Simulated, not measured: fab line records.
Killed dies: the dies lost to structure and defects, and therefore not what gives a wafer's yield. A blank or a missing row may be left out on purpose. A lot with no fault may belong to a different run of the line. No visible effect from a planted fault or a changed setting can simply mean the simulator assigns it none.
fab line records    flow sky130
record: lots: 5  wafers: 15  last_day: 50
route steps=708 shown CONTACT@424 METAL1@434 PAD_OPEN@708
lots that met no fault: from a run of the same line without faults
start_h: start of the lot's first displayed wafer, in hours after the record's first day    wait_h: time in hours since the lot's previous step    " repeats the value in the row above    L1.1+2: a row that stands for several wafers    - value missing, or start not given    * or withheld: withheld    < > ~ a bound
route shown NAME@n: NAME is a module with steps in the file, n the number in the route of the first one    usual: mean/standard deviation taken from wafers without a fault    same: alike in all rows    chamber/n: place in a boat    sites: each site's reading    _std_site: their standard deviation    _edge_site: inner sites' mean taken away from outer sites' mean    radius_mm: for every site, how far away it sits from the centre of the wafer    mask NAME#n: copy n    behind: the most recent tool/chamber to have shaped the wafer    hold: why the lot was held/for how many hours/how that ended    device: whichever transistor did not switch (one of n, p or np)    end of line: the same wafers' tests at the end of the route    a step without rows: its recipe alone    killed: count of dies lost to structure and defects at first sort (not the wafer's yield)    map: dies across one wafer; x = killed, . = not, _ = none there
set.NAME: setting as actually run; set.NAME@STEP: the setting as run at that earlier step    model.NAME: the simulator's own value behind a step, which no gauge read
lots at some steps of the route; a table a step, a row a wafer
services: when a tool's chamber went out of use (start_h, in hours from the record's first day, below 0 if earlier), for how many hours, and the reason
== steps ==
step: SKY_CONTACT_ETCH_18
recipe: target: Si3N4  chemistry: CHF3/O2  stop_on: TiN  source_w: 600  bias_w: 200  pressure_mtorr: 40  chf3_flow_sccm: 50  O2_flow_sccm: 5  time_s: 39  target_depth_a: 750
step: SKY_CONTACT_STRIP_19
recipe: chemistry: O2/N2  power_w: 1400  pressure_mtorr: 1500  platen_temp_c: withheld  o2_flow_sccm: 3000  n2_flow_sccm: 300  overash_fraction: 0.5
usual: drypump_motor_current_A: 5.7/0.34  o2_flow_sccm: 3001/9.3  oes_product_au: 0.381/0.0046  strip_time_to_endpoint_s: 3.61/0.039
lot.wafer  tool             chamber  start_h  wait_h  drypump_motor_current_A  o2_flow_sccm  oes_product_au  rf_hours_counter_h  strip_time_to_endpoint_s
L463.2     plasma_asher-04  1        763.51   -       5.5                      2997          0.376           66                  3.57
L463.4     "                1        "        "       5.5                      3000          0.385           -                   3.59
L463.5     "                1        "        "       5.5                      2992          0.380           -                   3.55
L470.2     plasma_asher-04  0        827.26   -       5.6                      3008          0.384           72                  3.66
L470.4     "                1        "        "       5.5                      2999          0.391           -                   3.60
L470.5     "                1        "        "       5.5                      2988          0.387           -                   3.64
L479.2     plasma_asher-03  0        882.81   -       5.5                      2995          0.375           102                 3.55
L479.3     "                0        "        "       5.5                      3001          0.378           -                   3.59
L479.5     "                1        "        "       6.4                      2990          0.381           -                   3.51
L480.1     plasma_asher-01  1        892.76   -       5.4                      3018          0.389           15                  3.58
L480.4     "                1        "        "       5.3                      2997          0.380           -                   3.58
L480.5     "                0        "        "       5.9                      3001          0.377           -                   3.65
L481.1     plasma_asher-03  0        899.11   -       5.5                      3001          0.380           103                 3.62
L481.4     "                1        "        "       6.4                      3000          0.394           -                   3.61
L481.5     "                1        "        "       6.3                      3013          0.375           -                   3.58
step: SKY_CONTACT_STRIP_20
recipe: chemistry: post_etch_residue_remover  time_s: 1200  temp_c: 72.5
step: SKY_CONTACT_CLEAN_21
recipe: chemistry: IPA  time_s: 180  temp_c: 25
step: SKY_CONTACT_CLEAN_22
recipe: chemistry: O3/DIW  dry: n2_spin
step: SKY_CONTACT_SPUTTER_23
recipe: material: TiN  target_thk_nm: 20  chamber_pressure_pa: 5  power_w: 4000  time_s: 80
step: SKY_CONTACT_CVD_24
recipe: material: W  target_thk_nm: 340  time_s: 102.12  temp_c: 400  pressure_torr: 40
usual: heater_power_w: 801/35
lot.wafer  tool      chamber  start_h  wait_h  heater_power_w
L463.2     cvd_w-01  0        764.19   0.0     832
L463.4     "         0        "        "       840
L463.5     "         0        "        "       825
L470.2     cvd_w-02  0        827.93   0.0     788
L470.4     "         1        "        "       832
L470.5     "         0        "        "       809
L479.2     cvd_w-02  1        883.53   0.0     812
L479.3     "         1        "        "       842
L479.5     "         0        "        "       821
L480.1     cvd_w-01  1        893.48   0.0     734
L480.4     "         0        "        "       854
L480.5     "         0        "        "       834
L481.1     cvd_w-01  1        899.87   0.0     731
L481.4     "         0        "        "       825
L481.5     "         0        "        "       835
step: SKY_CONTACT_RS_MEAS_25
recipe: thk_meas_gauge: four-point-probe  reads: W_of_CONTACT_CVD_24+TiN_of_CONTACT_SPUTTER_23
usual: CONTACT_W_RS: 0.336/0.0067
lot.wafer  tool           chamber  start_h  wait_h  CONTACT_W_RS[ohm/sq]
L463.2     film_metro-02  -        764.33   0.1     0.332
L463.4     "              -        "        "       0.335
L463.5     "              -        "        "       0.333
L470.2     film_metro-01  -        828.06   0.1     0.340
L470.4     "              -        "        "       0.331
L470.5     "              -        "        "       0.341
L479.2     film_metro-04  -        883.66   0.1     0.328
L479.3     "              -        "        "       0.328
L479.5     "              -        "        "       0.342
L480.1     film_metro-01  -        893.59   0.1     0.344
L480.4     "              -        "        "       0.328
L480.5     "              -        "        "       0.326
L481.1     film_metro-04  -        899.98   0.1     0.342
L481.4     "              -        "        "       0.328
L481.5     "              -        "        "       0.332
step: SKY_CONTACT_THK_MEAS_26
recipe: thk_meas_gauge: xrf  reads: W_of_CONTACT_CVD_24
usual: CONTACT_W_THK: 345/7.4
lot.wafer  tool           chamber  start_h  wait_h  CONTACT_W_THK[nm]
L463.2     film_metro-02  -        764.44   0.1     348
L463.4     "              -        "        "       345
L463.5     "              -        "        "       345
L470.2     film_metro-01  -        828.17   0.1     341
L470.4     "              -        "        "       350
L470.5     "              -        "        "       342
L479.2     film_metro-04  -        883.77   0.1     355
L479.3     "              -        "        "       354
L479.5     "              -        "        "       341
L480.1     film_metro-01  -        893.71   0.1     344
L480.4     "              -        "        "       358
L480.5     "              -        "        "       362
L481.1     film_metro-04  -        900.10   0.1     338
L481.4     "              -        "        "       352
L481.5     "              -        "        "       349
step: SKY_CONTACT_CMP_27
recipe: stop_on: SiO2  t_overpolish_s: 15  down_force_psi: 3.5  platen_rpm: 60  target_thk_nm: 0  pad_velocity_m_s: 0.94248
step: SKY_METAL1_SPUTTER_00
recipe: material: Ti  target_thk_nm: 15  power_w: 3000  time_s: 10  chamber_pressure_pa: 0.4
step: SKY_METAL1_SPUTTER_01
recipe: material: TiN  target_thk_nm: 20  power_w: 6500  time_s: 16.7  chamber_pressure_pa: 0.4
usual: throttle_valve_pct: 29.8/1.2
lot.wafer  tool            chamber  start_h  wait_h  throttle_valve_pct
L463.2     pvd_sputter-01  -        764.81   0.0     30.1
L463.4     "               -        "        "       29.1
L463.5     "               -        "        "       30.6
L470.2     pvd_sputter-01  -        828.54   0.0     30.8
L470.4     "               -        "        "       30.0
L470.5     "               -        "        "       29.1
L479.2     pvd_sputter-02  -        884.14   0.0     29.1
L479.3     "               -        "        "       29.2
L479.5     "               -        "        "       29.2
L480.1     pvd_sputter-03  -        894.09   0.0     31.1
L480.4     "               -        "        "       31.4
L480.5     "               -        "        "       30.9
L481.1     pvd_sputter-03  -        900.48   0.0     31.0
L481.4     "               -        "        "       27.2
L481.5     "               -        "        "       29.4
step: SKY_METAL1_SPUTTER_02
recipe: material: AlCu  target_thk_nm: 250  power_w: 10600  time_s: 13.3  chamber_pressure_pa: 0.4
usual: throttle_valve_pct: 29.8/1.2
lot.wafer  tool            chamber  start_h  wait_h  throttle_valve_pct
L463.2     pvd_sputter-01  -        764.84   0.0     30.2
L463.4     "               -        "        "       29.1
L463.5     "               -        "        "       31.0
L470.2     pvd_sputter-01  -        828.57   0.0     30.7
L470.4     "               -        "        "       29.9
L470.5     "               -        "        "       29.0
L479.2     pvd_sputter-02  -        884.17   0.0     29.3
L479.3     "               -        "        "       29.2
L479.5     "               -        "        "       29.3
L480.1     pvd_sputter-03  -        894.12   0.0     30.7
L480.4     "               -        "        "       31.6
L480.5     "               -        "        "       31.2
L481.1     pvd_sputter-03  -        900.51   0.0     30.9
L481.4     "               -        "        "       27.4
L481.5     "               -        "        "       29.1
step: SKY_METAL1_SPUTTER_03
recipe: material: Ti  target_thk_nm: 5  power_w: 3000  time_s: 3.3  chamber_pressure_pa: 0.4
usual: throttle_valve_pct: 29.8/1.2
lot.wafer  tool            chamber  start_h  wait_h  throttle_valve_pct
L463.2     pvd_sputter-01  -        764.86   0.0     30.1
L463.4     "               -        "        "       29.0
L463.5     "               -        "        "       30.7
L470.2     pvd_sputter-01  -        828.59   0.0     30.7
L470.4     "               -        "        "       30.1
L470.5     "               -        "        "       29.1
L479.2     pvd_sputter-02  -        884.19   0.0     29.3
L479.3     "               -        "        "       28.8
L479.5     "               -        "        "       29.1
L480.1     pvd_sputter-03  -        894.14   0.0     30.9
L480.4     "               -        "        "       31.3
L480.5     "               -        "        "       31.0
L481.1     pvd_sputter-03  -        900.53   0.0     30.9
L481.4     "               -        "        "       27.6
L481.5     "               -        "        "       29.3
step: SKY_METAL1_SPUTTER_04
recipe: material: TiN  target_thk_nm: 70  power_w: 6500  time_s: 58.3  chamber_pressure_pa: 0.4
step: SKY_METAL1_RS_MEAS_05
recipe: thk_meas_gauge: four-point-probe  reads: TiN_of_METAL1_SPUTTER_04+Ti_of_METAL1_SPUTTER_03+AlCu_of_METAL1_SPUTTER_02+TiN_of_METAL1_SPUTTER_01+Ti_of_METAL1_SPUTTER_00
usual: METAL1_ALCU_RS: 0.1269/0.0017
lot.wafer  tool           chamber  start_h  wait_h  METAL1_ALCU_RS[ohm/sq]
L463.2     film_metro-01  -        764.95   0.0     0.1272
L463.4     "              -        "        "       0.1295
L463.5     "              -        "        "       0.1269
L470.2     film_metro-02  -        828.68   0.0     0.1273
L470.4     "              -        "        "       0.1575
L470.5     "              -        "        "       0.1294
L479.2     film_metro-03  -        884.28   0.0     0.1292
L479.3     "              -        "        "       0.1283
L479.5     "              -        "        "       0.1289
L480.1     film_metro-02  -        894.21   0.0     0.1238
L480.4     "              -        "        "       0.1252
L480.5     "              -        "        "       0.1242
L481.1     film_metro-03  -        900.60   0.0     0.1257
L481.4     "              -        "        "       0.1268
L481.5     "              -        "        "       0.1265
step: SKY_METAL1_THK_MEAS_06
recipe: thk_meas_gauge: xrf  reads: AlCu_of_METAL1_SPUTTER_02
usual: METAL1_ALCU_THK: 250/3.7
lot.wafer  tool           chamber  start_h  wait_h  METAL1_ALCU_THK[nm]
L463.2     film_metro-01  -        765.06   0.1     250
L463.4     "              -        "        "       241
L463.5     "              -        "        "       250
L470.2     film_metro-02  -        828.79   0.1     251
L470.4     "              -        "        "       214
L470.5     "              -        "        "       246
L479.2     film_metro-03  -        884.39   0.1     243
L479.3     "              -        "        "       247
L479.5     "              -        "        "       247
L480.1     film_metro-02  -        894.33   0.1     256
L480.4     "              -        "        "       256
L480.5     "              -        "        "       258
L481.1     film_metro-03  -        900.72   0.1     250
L481.4     "              -        "        "       249
L481.5     "              -        "        "       252
step: SKY_METAL1_DEHYDRATE_07
recipe: temp_c: 200  time_s: 60
step: SKY_METAL1_HMDS_08
recipe: prime_time_s: 60  prime_temp_c: 120
step: SKY_METAL1_COAT_09
recipe: resist: BARC  temp_c: withheld  time_s: withheld  spin_rpm: 3000  resist_thk_nm: 60
step: SKY_METAL1_COAT_10
recipe: resist: KrF-thick  spin_rpm: 3000  resist_thk_nm: 450
step: SKY_METAL1_SOFTBAKE_11
recipe: temp_c: 100  time_s: 90  resist: KrF-thick
step: SKY_METAL1_EXPOSE_12
recipe: mask_id: MM1  na: 0.8  source_shape: annular  sigma_inner: 0.55  sigma_outer: 0.85  target_cd_nm: 140  dose_mj: 28
step: SKY_METAL1_PEB_13
recipe: peb_temp_c: withheld  peb_time_s: withheld  resist: KrF-thick
step: SKY_METAL1_DEVELOP_14
recipe: develop_time_s: 60  resist: KrF-thick  dev_temp_c: 21
step: SKY_METAL1_CD_MEAS_15
recipe: target_cd_nm: 140
usual: cd_nm: 138.8/1.7
lot.wafer  tool       chamber  start_h  wait_h  cd_nm
L463.2     cd_sem-02  -        791.96   -       136.6
L463.4     "          -        "        "       136.0
L463.5     "          -        "        "       138.1
L470.2     cd_sem-01  -        855.31   -       139.1
L470.4     "          -        "        "       140.4
L470.5     "          -        "        "       138.3
L479.2     cd_sem-01  -        909.21   -       139.7
L479.3     "          -        "        "       139.8
L479.5     "          -        "        "       141.4
L480.1     cd_sem-01  -        919.32   -       140.8
L480.4     "          -        "        "       141.9
L480.5     "          -        "        "       141.4
L481.1     cd_sem-02  -        925.54   -       138.0
L481.4     "          -        "        "       137.5
L481.5     "          -        "        "       137.4
step: SKY_METAL1_OVL_MEAS_16
usual: METAL1_OVL: 1/5.3
lot.wafer  tool        chamber  start_h  wait_h  METAL1_OVL[nm]
L463.2     overlay-02  -        792.06   0.1     -4
L463.4     "           -        "        "       -3
L463.5     "           -        "        "       2
L470.2     overlay-01  -        855.41   0.1     3
L470.4     "           -        "        "       4
L470.5     "           -        "        "       3
L479.2     overlay-02  -        909.31   0.1     2
L479.3     "           -        "        "       -3
L479.5     "           -        "        "       2
L480.1     overlay-01  -        919.44   0.1     1
L480.4     "           -        "        "       -4
L480.5     "           -        "        "       4
L481.1     overlay-02  -        925.66   0.1     2
L481.4     "           -        "        "       3
L481.5     "           -        "        "       -1
step: SKY_METAL1_DESCUM_17
recipe: chemistry: O2  source_power_w: 150  bias_power_w: 0  pressure_mtorr: 10  temp_c: 40  time_s: 8
step: SKY_METAL1_ETCH_18
recipe: chemistry: N2/H2  target: BARC  ion_energy_ev: 200  bias_w: 100  pressure_mtorr: 30  n2_flow_sccm: 100  h2_flow_sccm: 200  icp_w: 500  stop_on: SiO2  time_s: 45.9  target_depth_a: 600
usual: drypump_motor_current_A: 5.9/0.43  oes_product_au: 0.855/0.0043  throttle_valve_pct: 13.225/0.0093
lot.wafer  tool          chamber  start_h  wait_h  drypump_motor_current_A  oes_product_au  rf_hours_counter_h  throttle_valve_pct
L463.2     rie_metal-01  0        792.12   0.0     6.3                      0.854           5                   13.220
L463.4     "             0        "        "       6.3                      0.855           -                   13.220
L463.5     "             0        "        "       6.3                      0.853           -                   13.208
L470.2     rie_metal-01  1        855.48   0.0     5.5                      0.858           6                   13.231
L470.4     "             0        "        "       6.4                      0.851           -                   13.229
L470.5     "             0        "        "       6.3                      0.852           -                   13.213
L479.2     rie_metal-03  0        909.38   0.0     5.8                      0.854           6                   13.210
L479.3     "             0        "        "       5.8                      0.849           -                   13.214
L479.5     "             0        "        "       5.8                      0.852           -                   13.223
L480.1     rie_metal-01  1        919.51   0.0     5.5                      0.851           9                   13.233
L480.4     "             0        "        "       6.3                      0.858           -                   13.220
L480.5     "             0        "        "       6.3                      0.848           -                   13.240
L481.1     rie_metal-01  1        925.73   0.0     5.5                      0.853           9                   13.217
L481.4     "             1        "        "       5.5                      0.858           -                   13.228
L481.5     "             1        "        "       5.5                      0.856           -                   13.234
step: SKY_METAL1_METAL_ETCH_19
recipe: target_depth_a: 3600  stop_on: SiO2  over_etch_frac: 0.3  time_s: 78  chemistry: Cl2/BCl3  resist_sidewall_deg: 88  pressure_mtorr: 10  icp_w: 900  bias_w: 48.5  Cl2_flow_sccm: 60  bcl3_flow_sccm: 30
usual: drypump_motor_current_A: 5.9/0.43  oes_product_au: 0.853/0.0064  throttle_valve_pct: 22.265/0.0088
same: over_etch_frac: 0.3
lot.wafer  tool          chamber  start_h  wait_h  drypump_motor_current_A  oes_product_au  rf_hours_counter_h  throttle_valve_pct
L463.2     rie_metal-01  0        792.19   0.0     6.3                      0.850           6                   22.277
L463.4     "             0        "        "       6.3                      0.846           -                   22.259
L463.5     "             0        "        "       6.3                      0.849           -                   22.269
L470.2     rie_metal-01  1        855.54   0.0     5.5                      0.845           6                   22.260
L470.4     "             0        "        "       6.3                      0.809           -                   22.271
L470.5     "             0        "        "       6.3                      0.836           -                   22.261
L479.2     rie_metal-03  0        909.44   0.0     5.7                      0.844           7                   22.276
L479.3     "             0        "        "       5.8                      0.854           -                   22.268
L479.5     "             0        "        "       5.8                      0.849           -                   22.263
L480.1     rie_metal-01  1        919.57   0.0     5.5                      0.865           9                   22.257
L480.4     "             0        "        "       6.3                      0.859           -                   22.263
L480.5     "             0        "        "       6.3                      0.862           -                   22.260
L481.1     rie_metal-01  1        925.79   0.0     5.5                      0.864           9                   22.275
L481.4     "             1        "        "       5.5                      0.856           -                   22.269
L481.5     "             1        "        "       5.5                      0.848           -                   22.272
step: SKY_METAL1_STRIP_20
recipe: chemistry: O2/N2  power_w: 1400  pressure_mtorr: 1500  platen_temp_c: withheld  o2_flow_sccm: 3000  n2_flow_sccm: 300  overash_fraction: 0.5
step: SKY_PAD_OPEN_PROBE_99
usual: defect_limited_yield: 82.1/2  killed_at_M0_to_M3: 44/7.8  killed_at_M4_up: 3.1/1.7  killed_at_contacts: 25/5.1  killed_at_front_end: 15/4.4  killed_at_other: 0.5/0.68  killed_dies: 88/9.9  killed_open: 48/6.9  killed_short: 39/6.5  sort_bin_3_pad_short: 0.8/0.42  sort_bin_5_function: 10.6/1.5  sort_bin_6_memory: 6.5/1.2  sort_n_pass: 404/9.9  sort_yield_pct: 82.1/2
same: gross_dies: 492  killed_at_back_side: 0  sort_bin_4_leakage[%]: 0  sort_bin_8_speed[%]: 0
lot.wafer  tool       chamber  start_h  wait_h  defect_limited_yield[%]  killed_at_M0_to_M3  killed_at_M4_up  killed_at_contacts  killed_at_front_end  killed_at_other  killed_dies  killed_open  killed_short  sort_bin_3_pad_short[%]  sort_bin_5_function[%]  sort_bin_6_memory[%]  sort_n_pass  sort_yield_pct[%]  model.etest.met1.rs_ohm_sq_rim_less_centre
L463.2     prober-02  -        1094.41  0.1     83.1                     45                  2                25                  10                   1                83           48           35            1.0                      10.6                    5.3                   409          83.1               -0.0003316
L463.4     prober-02  -        1094.51  0.2     82.7                     45                  2                22                  16                   0                85           49           36            0.4                      9.3                     7.5                   407          82.7               0.001306
L463.5     prober-02  -        1094.56  0.2     79.9                     53                  2                23                  19                   2                99           61           38            0.4                      12.2                    7.5                   393          79.9               0.0007447
L470.2     prober-02  -        1145.57  0.1     82.3                     59                  1                19                  7                    1                87           48           39            1.0                      11.2                    5.5                   405          82.3               -0.0002014
L470.4     prober-02  -        1145.67  0.2     86.8                     33                  2                22                  7                    1                65           35           29            0.8                      7.9                     4.5                   427          86.8               0.04761
L470.5     prober-02  -        1145.72  0.2     84.6                     38                  1                20                  17                   0                76           45           31            0.8                      10.8                    3.9                   416          84.6               0.0008033
L479.2     prober-01  -        1181.85  0.1     81.3                     46                  4                21                  21                   0                92           52           40            0.6                      11.4                    6.7                   400          81.3               -0.0003919
L479.3     prober-01  -        1181.90  0.2     84.1                     37                  2                25                  12                   2                78           48           28            0.8                      11.0                    4.1                   414          84.1               0.001588
L479.5     prober-01  -        1182.00  0.2     81.9                     53                  3                19                  13                   1                89           54           34            0.4                      9.8                     7.9                   403          81.9               -0.001549
L480.1     prober-02  -        1189.31  0.1     81.9                     52                  1                19                  17                   0                89           49           40            0.6                      10.4                    7.1                   403          81.9               -0.0005922
L480.4     prober-02  -        1189.46  0.2     81.1                     46                  2                28                  17                   0                93           46           47            0.4                      10.2                    8.3                   399          81.1               -0.001402
L480.5     prober-02  -        1189.51  0.2     81.5                     44                  3                32                  12                   0                91           56           35            0.6                      12.4                    5.5                   401          81.5               0.0006167
L481.1     prober-01  -        1191.70  0.1     84.1                     45                  4                16                  12                   1                78           43           35            0.8                      9.3                     5.7                   414          84.1               -0.0002951
L481.4     prober-01  -        1191.85  0.2     79.7                     48                  7                19                  25                   1                100          52           48            1.2                      11.0                    8.1                   392          79.7               0.001827
L481.5     prober-01  -        1191.90  0.2     85.2                     35                  2                23                  13                   0                73           43           28            0.2                      9.3                     5.3                   419          85.2               0.0005248
killed by level:class
L463.2 VIA1:geometric_particle:open=12 CONTACT:geometric_particle:open=11 LI_CONTACT:geometric_particle:open=7 VIA3:geometric_particle:open=6 METAL3:geometric_particle:short=6 POLY_GATE:geometric_particle:open=4 VIA2:geometric_particle:open=4 METAL1:geometric_particle:short=4
L463.4 VIA1:geometric_particle:open=9 CONTACT:geometric_particle:open=8 VIA2:geometric_particle:open=8 VIA3:geometric_particle:open=8 METAL2:geometric_particle:short=6 FIELD_ISO:geometric_particle:short=5 LI_CONTACT:geometric_particle:open=5 FIELD_ISO:geometric_particle:open=4
L463.5 VIA1:geometric_particle:open=16 CONTACT:geometric_particle:open=9 VIA2:geometric_particle:open=9 VIA3:geometric_particle:open=6 FIELD_ISO:geometric_particle:open=5 LOCAL_INTERCONNECT:geometric_particle:short=5 VIA2:geometric_particle:short=5 METAL3:geometric_particle:short=5
L470.2 VIA1:geometric_particle:open=15 VIA3:geometric_particle:open=12 METAL1:geometric_particle:short=8 CONTACT:geometric_particle:open=8 VIA1:geometric_particle:short=6 METAL2:geometric_particle:short=5 LI_CONTACT:geometric_particle:open=4 CONTACT:geometric_particle:short=4
L470.4 CONTACT:geometric_particle:open=7 VIA1:geometric_particle:open=7 LI_CONTACT:geometric_particle:open=6 METAL2:geometric_particle:short=5 VIA1:geometric_particle:short=4 VIA3:geometric_particle:open=4 LI_CONTACT:geometric_particle:short=3 CONTACT:geometric_particle:short=3
L470.5 VIA1:geometric_particle:open=10 CONTACT:geometric_particle:open=8 FIELD_ISO:geometric_particle:open=7 VIA3:geometric_particle:open=7 VIA2:geometric_particle:open=5 METAL2:geometric_particle:short=5 CONTACT:geometric_particle:short=4 VIA1:geometric_particle:short=4
L479.2 VIA1:geometric_particle:open=8 LI_CONTACT:geometric_particle:open=7 VIA3:geometric_particle:open=7 VIA2:geometric_particle:open=6 FIELD_ISO:geometric_particle:short=5 POLY_GATE:geometric_particle:open=5 POLY_CUT:geometric_particle:short=4 METAL2:geometric_particle:open=4
L479.3 VIA1:geometric_particle:open=9 LI_CONTACT:geometric_particle:open=8 CONTACT:geometric_particle:open=8 VIA2:geometric_particle:open=6 CONTACT:geometric_particle:short=6 VIA1:geometric_particle:short=6 VIA3:geometric_particle:open=6 FIELD_ISO:geometric_particle:open=4
L479.5 VIA2:geometric_particle:open=12 VIA3:geometric_particle:open=10 CONTACT:geometric_particle:open=10 VIA1:geometric_particle:open=9 METAL1:geometric_particle:short=8 POLY_GATE:geometric_particle:open=6 LI_CONTACT:geometric_particle:open=4 METAL2:geometric_particle:short=4
L480.1 VIA1:geometric_particle:open=16 METAL1:geometric_particle:short=7 CONTACT:geometric_particle:open=7 VIA2:geometric_particle:open=7 FIELD_ISO:geometric_particle:open=5 POLY_GATE:geometric_particle:open=5 POLY_GATE:geometric_particle:short=5 METAL2:geometric_particle:short=5
L480.4 CONTACT:geometric_particle:open=9 VIA1:geometric_particle:open=8 VIA2:geometric_particle:open=7 METAL1:geometric_particle:short=6 LI_CONTACT:geometric_particle:open=5 LOCAL_INTERCONNECT:geometric_particle:short=5 CONTACT:geometric_particle:short=5 METAL2:geometric_particle:short=5
L480.5 VIA1:geometric_particle:open=16 LI_CONTACT:geometric_particle:open=14 METAL2:geometric_particle:short=8 CONTACT:geometric_particle:open=8 FIELD_ISO:geometric_particle:open=5 VIA1:geometric_particle:short=4 LI_CONTACT:geometric_particle:short=4 POLY_GATE:geometric_particle:short=3
L481.1 VIA1:geometric_particle:open=14 CONTACT:geometric_particle:open=10 VIA2:geometric_particle:open=6 METAL1:geometric_particle:short=6 METAL4:geometric_particle:short=4 LOCAL_INTERCONNECT:geometric_particle:short=4 VIA2:geometric_particle:short=4 FIELD_ISO:geometric_particle:open=3
L481.4 VIA1:geometric_particle:open=11 VIA2:geometric_particle:open=8 CONTACT:geometric_particle:open=7 METAL2:geometric_particle:short=7 FIELD_ISO:geometric_particle:short=6 LI_CONTACT:geometric_particle:open=6 POLY_GATE:geometric_particle:short=5 METAL4:geometric_particle:short=5
L481.5 LI_CONTACT:geometric_particle:open=12 VIA1:geometric_particle:open=9 CONTACT:geometric_particle:open=5 VIA3:geometric_particle:open=5 CONTACT:geometric_particle:short=4 METAL3:geometric_particle:open=4 POLY_GATE:geometric_particle:open=3 POLY_GATE:geometric_particle:short=3
== services ==
tool             chamber  start_h  hours  kind
pvd_sputter-01   1        742.22   -      consumable_replace:kit
pvd_sputter-01   1        742.22   18.0   scheduled_down
pvd_sputter-01   1        742.22   18.0   vent_cycle
rie_metal-03     -        754.76   1.4    pm
pvd_sputter-02   -        787.29   1.6    repair
pvd_sputter-03   -        804.69   3.0    repair
plasma_asher-04  -        807.46   2.8    repair
pvd_sputter-03   3        813.60   -      consumable_replace:kit
pvd_sputter-03   3        813.60   18.0   scheduled_down
pvd_sputter-03   3        813.60   18.0   vent_cycle
pvd_sputter-01   -        814.77   6.9    repair
pvd_sputter-03   -        821.93   4.1    repair
pvd_sputter-01   -        829.66   9.3    repair
pvd_sputter-01   -        832.32   0.5    repair
pvd_sputter-01   -        844.80   1.7    repair
rie_metal-03     -        851.44   1.8    repair
plasma_asher-03  -        851.58   0.6    repair
cvd_w-01         -        869.33   6.9    pm
cvd_w-02         -        876.23   3.8    pm
cvd_w-01         0        889.53   3.9    repair
cvd_w-01         -        904.00   14.0   pm
pvd_sputter-01   -        906.17   2.1    repair
rie_metal-01     -        918.02   0.2    repair
pvd_sputter-01   0        924.80   -      consumable_replace:kit
== key ==
first_sign: step: SKY_METAL1_RS_MEAS_05  reading: METAL1_ALCU_RS  direction: up  sigmas: 18  usual: 0.1269  struck: 0.1575
effect: step: SKY_METAL1_THK_MEAS_06  reading: METAL1_ALCU_THK  direction: down  sigmas: 9.7  usual: 250  struck: 214
effect: step: SKY_METAL1_METAL_ETCH_19  reading: oes_product_au  direction: down  sigmas: 6.9  usual: 0.853  struck: 0.809
model_effect: step: SKY_PAD_OPEN_PROBE_99  value: etest.met1.rs_ohm_sq_rim_less_centre  without: 0.004175  struck: 0.04761
met_at SKY_METAL1_SPUTTER_02
struck_wafers L470.4
onset_between 764.84 828.57
fault: kind: site_profile_drift  tool: pvd_sputter-01  chamber: -  onset_h: 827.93  steps: SKY_METAL1_SPUTTER_02  basis: fraction  max_abs_drift: 0.33481  slope_share_per_hr: 74.402  site_pattern: 0,0,0,0,0,-1,-1,-1,-1  scope: struck_wafers_only
